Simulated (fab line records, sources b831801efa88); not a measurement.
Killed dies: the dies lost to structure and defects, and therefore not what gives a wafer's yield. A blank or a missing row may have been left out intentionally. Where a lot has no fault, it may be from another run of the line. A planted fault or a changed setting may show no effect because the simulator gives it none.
The tool behind it: which one? + flow gf180mcu + Sampling: 14 lots, 42 wafers, 3 of 602 route steps

WHAT THE GAUGES SHOWED, per wafer
GF_V1_THK_MEAS_03. Usual: V1_CVD_02_THK 846 nm, standard deviation 12.
| lot  | measured     | on           | V1_CVD_02_THK (nm) | flag |
|------|--------------|--------------|--------------------|------|
| L628 | day 17 16:40 | filmMetro-04 | 834 836 848        |      |
| L629 | day 18 05:38 | filmMetro-04 | 846 864 851        |      |
| L630 | day 18 15:37 | filmMetro-01 | 842 865 839        |      |
| L631 | day 18 20:29 | filmMetro-01 | 857 854 861        |      |
| L632 | day 19 13:50 | filmMetro-04 | 825 846 836        |      |
| L634 | day 20 01:38 | filmMetro-04 | 862 843 853        |      |
| L643 | day 23 04:22 | filmMetro-01 | 839 834 857        |      |
| L645 | day 23 22:19 | filmMetro-02 | 847 845 861        |      |
| L646 | day 24 05:22 | filmMetro-04 | 852 843 849        |      |
| L648 | day 24 18:21 | filmMetro-04 | 832 867 857        |      |
| L650 | day 25 12:11 | filmMetro-01 | 853 876 868        |      |

WHAT TOOL EACH LOT RAN ON (gives the tool, then ch and the chambers of the sampled wafers, and finally the start)
| lot  | GF_SALICIDE_WET_ETCH_01        | GF_CONTACT_CMP_27             |
|------|--------------------------------|-------------------------------|
| L628 | wetBench-04 ch 1, day 15 16:20 | cmp-01 ch 0,2,3, day 16 16:46 |
| L629 | wetBench-02 ch 2, day 16 03:45 | cmp-02 ch 2,3, day 17 04:54   |
| L630 | wetBench-02 ch 3, day 16 12:25 | cmp-01 ch 1,2, day 17 13:47   |
| L631 | wetBench-01 ch 3, day 16 17:54 | cmp-02 ch 2,3, day 17 18:54   |
| L632 | wetBench-02 ch 2, day 17 10:14 | cmp-01 ch 0,2,3, day 18 11:27 |
| L634 | wetBench-01 ch 2, day 17 20:58 | cmp-02 ch 1,2,3, day 18 23:27 |
| L640 | wetBench-01 ch 2, day 19 21:44 | -                             |
| L641 | wetBench-04 ch 2, day 20 07:50 | -                             |
| L642 | wetBench-04 ch 3, day 20 17:52 | -                             |
| L643 | wetBench-04 ch 2, day 21 01:44 | cmp-01 ch 1,2,3, day 22 03:56 |
| L645 | wetBench-04 ch 2, day 21 19:45 | cmp-02 ch 0,2,3, day 22 21:40 |
| L646 | wetBench-01 ch 0, day 22 04:03 | cmp-02 ch 0,1,2, day 23 05:21 |
| L648 | wetBench-02 ch 1, day 22 17:52 | cmp-01 ch 0,1,2, day 23 18:44 |
| L650 | wetBench-04 ch 0, day 23 11:12 | cmp-02 ch 2,3, day 24 13:24   |
- GF_SALICIDE_WET_ETCH_01: etches SiO2 in dHF, target depth 5 nm, time 100 s.
- GF_CONTACT_CMP_27: polishes, stops on SiO2, t overpolish 15 s, target thk 0 nm.

WHAT THE TOOLS THEMSELVES READ (means of the sampled wafers that have a number; where no wafer has one, the mark that the record gives instead)
GF_SALICIDE_WET_ETCH_01. Usual: bathHeatDutyPct 6.6 %, standard deviation 0.85; runLengthS 128 s, standard deviation 3.5.
| lot  | tool        | bathHeatDutyPct (%) | runLengthS (s) | flag |
|------|-------------|---------------------|----------------|------|
| L628 | wetBench-04 | 6.7                 | 136            |      |
| L629 | wetBench-02 | 5.9                 | 130            |      |
| L630 | wetBench-02 | 6.8                 | 132            |      |
| L631 | wetBench-01 | 6.4                 | 126            |      |
| L632 | wetBench-02 | 5.9                 | 131            |      |
| L634 | wetBench-01 | 5.4                 | 125            |      |
| L640 | wetBench-01 | -                   | -              | OFF  |
| L641 | wetBench-04 | -                   | -              | OFF  |
| L642 | wetBench-04 | -                   | -              | OFF  |
| L643 | wetBench-04 | 7.7                 | 134            |      |
| L645 | wetBench-04 | 7.1                 | 126            |      |
| L646 | wetBench-01 | 6.2                 | 124            |      |
| L648 | wetBench-02 | 7.1                 | 127            |      |
| L650 | wetBench-04 | 7.2                 | 125            |      |

GF_CONTACT_CMP_27. Usual: motorCurrentA 11.2 A, standard deviation 1.2; overpolishRunS 15.000 s, standard deviation 0.0087; slurryFlowMlMin 149.9, standard deviation 0.45; timeToEndpointS 75 s, standard deviation 5.1.
| lot  | tool   | motorCurrentA (A) | overpolishRunS (s) | slurryFlowMlMin | timeToEndpointS (s) | flag |
|------|--------|-------------------|--------------------|-----------------|---------------------|------|
| L628 | cmp-01 | 11.7              | 14.991             | 150.3           | 79                  |      |
| L629 | cmp-02 | 9.9               | 14.998             | 150.3           | 68                  |      |
| L630 | cmp-01 | 11.1              | 14.998             | 149.7           | 76                  |      |
| L631 | cmp-02 | 10.3              | 14.990             | 150.0           | 68                  |      |
| L632 | cmp-01 | 11.3              | 14.992             | 149.8           | 75                  |      |
| L634 | cmp-02 | 11.3              | 15.011             | 150.1           | 69                  |      |
| L643 | cmp-01 | 11.4              | 15.010             | 150.0           | 78                  |      |
| L645 | cmp-02 | 10.5              | 15.006             | 149.9           | 71                  |      |
| L646 | cmp-02 | 11.3              | 14.987             | 149.8           | 71                  |      |
| L648 | cmp-01 | 11.2              | 15.008             | 150.1           | 77                  |      |
| L650 | cmp-02 | 9.8               | 15.001             | 150.0           | 67                  |      |

THE ANSWER, worked out from the rows above alone
Rule: take the mean of a lot's wafers that have a number; if it is more than 3 standard deviations from the usual mean, the lot is off. Also off: a lot with no number at a reading for which 4 or more lots have one. Any other lot the step has rows for is counted as sound. After the gauges, taken in route order, come the tools' own readings; for these a lot's mean is taken, as printed above. The first step at which some lot is off is used, and at that step the reading that is off furthest; a lot without a number counts as furthest.
Off: L640, L641, L642, at GF_SALICIDE_WET_ETCH_01 (bathHeatDutyPct). Without a number there: L640, L641, L642.
If a tool, at that step or one of the process steps before it, ran each lot that is off and ran no sound lot following the first of them, it fits. None of those tried fits.

WHAT WAS PUT IN BY THE SIMULATOR
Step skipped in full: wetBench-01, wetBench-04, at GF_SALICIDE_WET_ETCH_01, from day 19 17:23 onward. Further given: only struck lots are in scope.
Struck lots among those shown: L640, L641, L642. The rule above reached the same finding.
